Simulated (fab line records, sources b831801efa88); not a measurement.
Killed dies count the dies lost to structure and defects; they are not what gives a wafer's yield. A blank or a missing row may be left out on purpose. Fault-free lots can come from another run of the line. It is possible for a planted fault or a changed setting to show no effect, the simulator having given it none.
2 desks, one fault    flow sky130    what lay behind the numbers comes last; until then each desk has only its own

== DESK OF THE TOOL OWNER: cvd-w-01 ==
The tool's own readings at SKY_LI_CONTACT_CVD_21 (deposits W, target thk 400 nm, time 120.56 s): means of the sampled wafers that have a number, for each lot that ran on this tool. The brackets show how far a lot's mean lies from the usual mean; more than 4 standard deviations puts the lot out of limits, marked OUT.
Columns: A = chamber-pressure-Torr at SKY_LI_CONTACT_CVD_21, usual 39.99 Torr; B = heater-power-w at SKY_LI_CONTACT_CVD_21, usual 852 W
lot   first seen here  A                B
L347  day 28 17:42     40.02            852
L350  day 29 20:29     41.64 (+19) OUT  828
L351  day 30 05:07     41.56 (+18) OUT  807
L362  day 33 23:29     39.98            822
L364  day 34 13:14     40.01            859
L365  day 35 02:31     40.04            854
L366  day 35 05:26     39.91            833
This desk's finding: out of limits on L350, L351; first on L350, day 29 20:29 (chamber-pressure-Torr at SKY_LI_CONTACT_CVD_21). L347, L362, L364, L365, L366 stayed within limits.

== METROLOGY DESK ==
What the gauges read for every lot (on any tool): the sampled wafers with a number, averaged. The brackets show how far a lot's mean lies from the usual mean; more than 4 standard deviations puts the lot out of limits, marked OUT.
Columns: A = SD_N_TW at SKY_SD_N_TW_MEAS_12, usual 3961
lot   first seen here  A
L347  day 27 10:51     3981
L348  day 28 04:18     4010
L350  day 28 14:35     3969
L351  day 28 23:17     3953
L360  day 32 09:46     3938
L361  day 32 18:31     3913
L362  day 32 18:35     4023
L364  day 33 09:15     3988
L365  day 33 21:41     4009
L366  day 34 01:05     3995
L367  day 34 08:46     3954
L368  day 34 15:31     3960
L370  day 35 00:06     3945
Result from this desk: across the 13 lots, nothing is out of limits.

== TAKEN TOGETHER ==
An alarm could have come from the tool owner's desk at day 29 20:29, on L350, L351.
Metrology desk: nothing out of limits seen.
The metrology desk holds a record of L350, L351, inside its limits.
SKY_LI_CONTACT_CVD_21 was run on cvd-w-01 by each of the lots named.

== WHAT THE SIMULATOR PUT IN ==
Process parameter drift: cvd-w-01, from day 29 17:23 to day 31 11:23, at SKY_LI_CONTACT_CVD_21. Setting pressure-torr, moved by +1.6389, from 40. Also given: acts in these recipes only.
Struck lots among those shown: L350, L351.
Each desk's first reading out of limits, in hours after the fault started: the tool owner's desk, 3.
